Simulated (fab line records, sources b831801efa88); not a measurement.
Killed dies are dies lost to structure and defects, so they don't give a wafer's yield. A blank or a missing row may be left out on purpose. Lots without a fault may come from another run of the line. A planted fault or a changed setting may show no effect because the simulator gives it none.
Which tool did it? | flow sfq_line | 14 lots, 42 wafers sampled, at 3 steps of a route of 325

WHAT THE GAUGES READ, wafer by wafer
The record holds no reading of a measuring or inspecting step that can be judged against a usual standard deviation.

WHICH TOOL RAN EACH LOT (tool, then ch and the chambers of the sampled wafers, then the start)
lot  | SFQ_TRILAYER_M2_BARC_OPEN_METAL_ETCH_077 | SFQ_TRILAYER_M2_ETCH_METAL_ETCH_060 | SFQ_TRILAYER_I2_VIA_LITHO_EXPOSE_068
L650 | rie_metal-04 ch 0,1, day 18 13:45        | rie_metal-04 ch 0,1, day 18 13:49   | krf_scanner-01 ch 0, day 21 08:20
L651 | rie_metal-02 ch 0,1, day 18 23:22        | rie_metal-02 ch 0,1, day 18 23:27   | krf_scanner-01 ch 0, day 21 18:08
L652 | rie_metal-04 ch 0,1, day 19 13:33        | rie_metal-04 ch 0,1, day 19 13:37   | krf_scanner-01 ch 0, day 22 10:44
L653 | rie_metal-03 ch 0,1, day 19 23:09        | rie_metal-03 ch 0,1, day 19 23:13   | krf_scanner-01 ch 0, day 22 20:20
L654 | rie_metal-03 ch 0,1, day 20 01:34        | rie_metal-03 ch 0,1, day 20 01:39   | krf_scanner-01 ch 0, day 23 00:08
L657 | rie_metal-02 ch 0,1, day 21 06:15        | rie_metal-02 ch 0,1, day 21 06:19   | krf_scanner-01, day 24 09:18
L658 | rie_metal-03 ch 0,1, day 21 12:15        | rie_metal-03 ch 0,1, day 21 12:19   | krf_scanner-01, day 25 05:40
L667 | rie_metal-04 ch 0,1, day 26 00:21        | rie_metal-04 ch 0,1, day 26 00:25   | krf_scanner-01 ch 0, day 28 23:41
L668 | rie_metal-03 ch 0,1, day 26 08:01        | rie_metal-03 ch 0,1, day 26 08:05   | krf_scanner-01 ch 0, day 29 08:11
L669 | rie_metal-03 ch 0,1, day 26 17:25        | rie_metal-03 ch 0,1, day 26 17:29   | krf_scanner-01 ch 0, day 29 15:35
L670 | rie_metal-03 ch 0,1, day 26 22:13        | rie_metal-03 ch 0,1, day 26 22:17   | krf_scanner-01 ch 0, day 29 20:11
L671 | rie_metal-04 ch 0,1, day 27 11:46        | rie_metal-04 ch 0,1, day 27 11:49   | krf_scanner-01 ch 0, day 30 04:35
L672 | rie_metal-03 ch 0,1, day 27 20:10        | rie_metal-03 ch 0,1, day 27 20:13   | krf_scanner-01 ch 0, day 30 06:59
L673 | rie_metal-03 ch 0, day 29 13:31          | rie_metal-03 ch 0, day 29 13:35     | krf_scanner-01 ch 0, day 31 03:11
- SFQ_TRILAYER_M2_BARC_OPEN_METAL_ETCH_077: etches BARC in O2, target depth 125 nm, time 41.7 s.
- SFQ_TRILAYER_M2_ETCH_METAL_ETCH_060: etches Nb in Cl2/Ar, stops on SiO2, target depth 240 nm, time 120 s.
- SFQ_TRILAYER_I2_VIA_LITHO_EXPOSE_068: exposes mask I2, target cd 500 nm.

WHAT THE TOOLS THEMSELVES READ (means of the sampled wafers that have a number; where no wafer has one, the mark that the record gives instead)
SFQ_TRILAYER_M2_BARC_OPEN_METAL_ETCH_077. Usual: bias_w 80.03 W, standard deviation 0.25; chamber_pressure_mTorr 10.001 mTorr, standard deviation 0.0094; drypump_motor_current_A 5.7 A, standard deviation 0.49; oes_product_au 0.685 a.u., standard deviation 0.0051.
lot  | tool         | bias_w (W) | chamber_pressure_mTorr (mTorr) | drypump_motor_current_A (A) | oes_product_au (a.u.) | flag
L650 | rie_metal-04 | 79.90      | 10.004                         | 6.3                         | 0.690                 |
L651 | rie_metal-02 | 79.95      | 10.000                         | 5.1                         | 0.680                 |
L652 | rie_metal-04 | 79.91      | 9.996                          | 6.3                         | 0.681                 |
L653 | rie_metal-03 | 80.15      | 10.007                         | 5.9                         | 0.681                 |
L654 | rie_metal-03 | 80.02      | 10.005                         | 5.8                         | 0.687                 |
L657 | rie_metal-02 | -          | -                              | -                           | -                     | OFF
L658 | rie_metal-03 | -          | -                              | -                           | -                     | OFF
L667 | rie_metal-04 | 80.21      | 10.002                         | 6.3                         | 0.685                 |
L668 | rie_metal-03 | 79.95      | 9.999                          | 5.8                         | 0.683                 |
L669 | rie_metal-03 | 79.94      | 9.994                          | 5.8                         | 0.688                 |
L670 | rie_metal-03 | 79.92      | 9.998                          | 5.8                         | 0.685                 |
L671 | rie_metal-04 | 80.17      | 10.008                         | 5.9                         | 0.687                 |
L672 | rie_metal-03 | 79.90      | 10.000                         | 5.8                         | 0.683                 |
L673 | rie_metal-03 | 80.10      | 10.000                         | 5.9                         | 0.683                 |

SFQ_TRILAYER_M2_ETCH_METAL_ETCH_060. Usual: bias_w 80.00 W, standard deviation 0.26; chamber_pressure_mTorr 10.000 mTorr, standard deviation 0.0088; drypump_motor_current_A 5.7 A, standard deviation 0.5; oes_product_au 0.894 a.u., standard deviation 0.0067.
lot  | tool         | bias_w (W) | chamber_pressure_mTorr (mTorr) | drypump_motor_current_A (A) | oes_product_au (a.u.) | flag
L650 | rie_metal-04 | 79.79      | 10.009                         | 6.3                         | 0.888                 |
L651 | rie_metal-02 | 80.23      | 10.004                         | 5.1                         | 0.891                 |
L652 | rie_metal-04 | 79.91      | 10.002                         | 6.3                         | 0.896                 |
L653 | rie_metal-03 | 80.13      | 9.990                          | 5.8                         | 0.892                 |
L654 | rie_metal-03 | 79.95      | 10.002                         | 5.8                         | 0.889                 |
L657 | rie_metal-02 | 79.74      | 9.998                          | 4.8                         | 0.378                 | OFF
L658 | rie_metal-03 | 80.08      | 10.008                         | 5.8                         | 0.373                 | OFF
L667 | rie_metal-04 | 80.29      | 10.002                         | 6.3                         | 0.894                 |
L668 | rie_metal-03 | 79.90      | 9.997                          | 5.8                         | 0.885                 |
L669 | rie_metal-03 | 79.93      | 9.987                          | 5.8                         | 0.903                 |
L670 | rie_metal-03 | 80.02      | 9.994                          | 5.8                         | 0.889                 |
L671 | rie_metal-04 | 80.01      | 9.991                          | 5.9                         | 0.892                 |
L672 | rie_metal-03 | 80.34      | 10.002                         | 5.8                         | 0.896                 |
L673 | rie_metal-03 | 79.78      | 9.998                          | 5.9                         | 0.899                 |

SFQ_TRILAYER_I2_VIA_LITHO_EXPOSE_068. Usual: exposure_dose_mJ_cm2 21.299, standard deviation 0.018; focus_offset_nm 0.1 nm, standard deviation 0.53; stage_vel_mm_s 500.01 mm/s, standard deviation 0.24.
lot  | tool           | exposure_dose_mJ_cm2 | focus_offset_nm (nm) | stage_vel_mm_s (mm/s) | flag
L650 | krf_scanner-01 | 21.320               | -0.6                 | 500.33                |
L651 | krf_scanner-01 | 21.279               | -0.8                 | 500.07                |
L652 | krf_scanner-01 | 21.290               | -0.3                 | 500.11                |
L653 | krf_scanner-01 | 21.308               | 0.4                  | 499.96                |
L654 | krf_scanner-01 | 21.297               | -0.0                 | 500.03                |
L657 | krf_scanner-01 | -                    | -                    | -                     | OFF
L658 | krf_scanner-01 | -                    | -                    | -                     | OFF
L667 | krf_scanner-01 | 21.312               | -0.1                 | 499.95                |
L668 | krf_scanner-01 | 21.299               | 0.6                  | 499.86                |
L669 | krf_scanner-01 | 21.320               | 0.4                  | 499.99                |
L670 | krf_scanner-01 | 21.312               | 0.0                  | 499.71                |
L671 | krf_scanner-01 | 21.323               | -0.3                 | 499.69                |
L672 | krf_scanner-01 | 21.286               | 0.4                  | 500.17                |
L673 | krf_scanner-01 | 21.292               | -0.3                 | 500.07                |

THE ANSWER, worked out from the rows above alone
Rule: a lot is off if the mean of its wafers that have a number lies more than 3 standard deviations from the usual mean. A lot without any number at a reading at which 4 lots or more have one is off too. The other lots that the step has rows for count as sound. The gauges are gone through in route order, then the tools' own readings, and for those a lot's mean is taken as printed above. The first step at which some lot is off is used, and at that step the reading that is off furthest; a lot without a number counts as furthest.
Off: L657, L658, at SFQ_TRILAYER_M2_BARC_OPEN_METAL_ETCH_077 (bias_w). Without a number there: L657, L658.
A tool fits if, at that step or a process step before it, it ran every lot that is off, and no sound lot after the first of them. None of those tried fits.

WHAT THE SIMULATOR HAD PUT IN
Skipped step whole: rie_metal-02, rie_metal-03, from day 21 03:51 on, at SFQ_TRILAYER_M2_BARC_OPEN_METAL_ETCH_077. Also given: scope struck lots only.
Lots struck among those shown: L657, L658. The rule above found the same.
